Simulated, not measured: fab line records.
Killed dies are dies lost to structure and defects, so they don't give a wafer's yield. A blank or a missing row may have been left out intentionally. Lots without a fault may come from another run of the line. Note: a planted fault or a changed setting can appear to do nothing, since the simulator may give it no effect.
A lot that was struck, set against a sound lot || flow gf180mcu || 13 steps out of a route of 602
Sound: wafers L703.2, L703.4, L703.6. Wafers struck: L709.1, L709.4, L709.5. The cause is named last.
For every step that has rows: the tool of each side, followed by ch and its chambers, followed by its first start. Under that, the readings that differ: sound wafers || struck wafers || difference of the means || sigmas: that difference in standard deviations of wafers without a fault.
alike: a reading whose means differ by less than 2 such deviations, as well as words and numbers matching on both sides. not compared: withheld readings; readings where some wafer has no value; bounds like >300 that might hide an equal value; numbers whose values overlap and for which the record gives no deviation.
Wherever a step has rows on one side only, a row that says differs or no value, or a row with sigmas, the two part there. Numbers that don't overlap but have no deviation are shown without sigmas and don't part them. Lack of a reading on every wafer of one side parts them only where that side has two or more wafers.

GF_V4_CD_MEAS_14 targets a cd of 260 nm.
  sound: cdSem-01 at day 28 12:22; struck: cdSem-02 at day 30 06:12
{"reading": "cdNm (nm)", "sound": "257.4 257.2 257.5", "struck": "261.5 262.2 261.7", "difference": "+4.4", "sigmas": "+3"}
GF_V4_OVL_MEAS_15:
  sound: overlay-02 at day 28 12:29; struck: overlay-02 at day 30 06:19
  alike: V4_OVL
GF_V4_ETCH_16: etches BARC in N2/H2.
  sound on rieDiel-03 ch 2,3, day 28 12:31; struck on rieDiel-04 ch 2,3, day 30 06:22
  alike: drypumpMotorCurrentA, oesProductAu, throttleValvePct
GF_V4_ETCH_17: etches SiO2 in C4F8/O2/Ar, stops on TiN, target depth 630 nm.
  sound: rieDiel-03 ch 2,3; struck: rieDiel-04 ch 2,3
  alike: oesProductAu
GF_V4_STRIP_18: strips in O2/N2.
  sound on plasmaAsher-03 ch 0,1, day 28 12:38; struck on plasmaAsher-04 ch 0, day 30 06:29
{"reading": "heaterPowerW (W)", "sound": "354 333 348", "struck": "301 299 299", "difference": -45, "sigmas": -2}
  alike: drypumpMotorCurrentA, oesProductAu
  not compared: rfHoursCounterH
then, 2 steps without rows for these wafers: GF_V4_STRIP_19 (strips in post etch residue remover, time 1200 s); GF_V4_CLEAN_20 (cleans in DIW).
GF_V4_SPUTTER_21: material Ti, target thk 15 nm, time 80.02 s.
  sound: pvdSputter-03 at day 28 13:14; struck: pvdSputter-03 at day 30 07:01
  alike: chamberPressurePa, throttleValvePct
GF_V4_SPUTTER_22: material TiN, target thk 10 nm, time 40 s.
  sound: pvdSputter-03 at day 28 13:18; struck: pvdSputter-03 at day 30 07:05
  alike: chamberPressurePa, throttleValvePct
then, 1 step without rows for these wafers: GF_V4_CVD_23 (deposits W, target thk 350 nm, time 104.9 s).
GF_V4_RS_MEAS_24: measures by four-point-probe.
  sound: filmMetro-04 at day 28 13:28; struck: filmMetro-04 at day 30 07:14
  alike: V4_W_RS
GF_V4_THK_MEAS_25: measures by xrf.
  sound: filmMetro-04 at day 28 13:35; struck: filmMetro-04 at day 30 07:21
  alike: V4_W_THK
GF_V4_CMP_26: polishes, stops on SiO2, t overpolish 15 s, target thk 0 nm.
  sound on cmp-02 ch 0,3, day 28 13:38; struck on cmp-02 ch 0,2,3, day 30 07:28
  no value came back on the struck wafers for any of 7 readings (edgeZonePressureFrac, headPressurePsi (psi) and others); on the sound wafers edgeZonePressureFrac reads 1.003 1.001 1.004
{"reading": "model.W_of_V4_CVD_23.thkNm (nm)", "sound": "0 0 0", "struck": "346.7 351.2 349.1", "difference": "+349.0", "sigmas": ""}
{"reading": "model.SiO2_of_V4_CVD_02.thkNm (nm)", "sound": "626.9 628.4 630", "struck": "631.4 632.3 631.8", "difference": "+3.4", "sigmas": ""}

## WHERE THEY PART
Earliest at GF_V4_CD_MEAS_14; latest, in this record, at GF_V4_CMP_26.

WHY: whatever the simulator had introduced
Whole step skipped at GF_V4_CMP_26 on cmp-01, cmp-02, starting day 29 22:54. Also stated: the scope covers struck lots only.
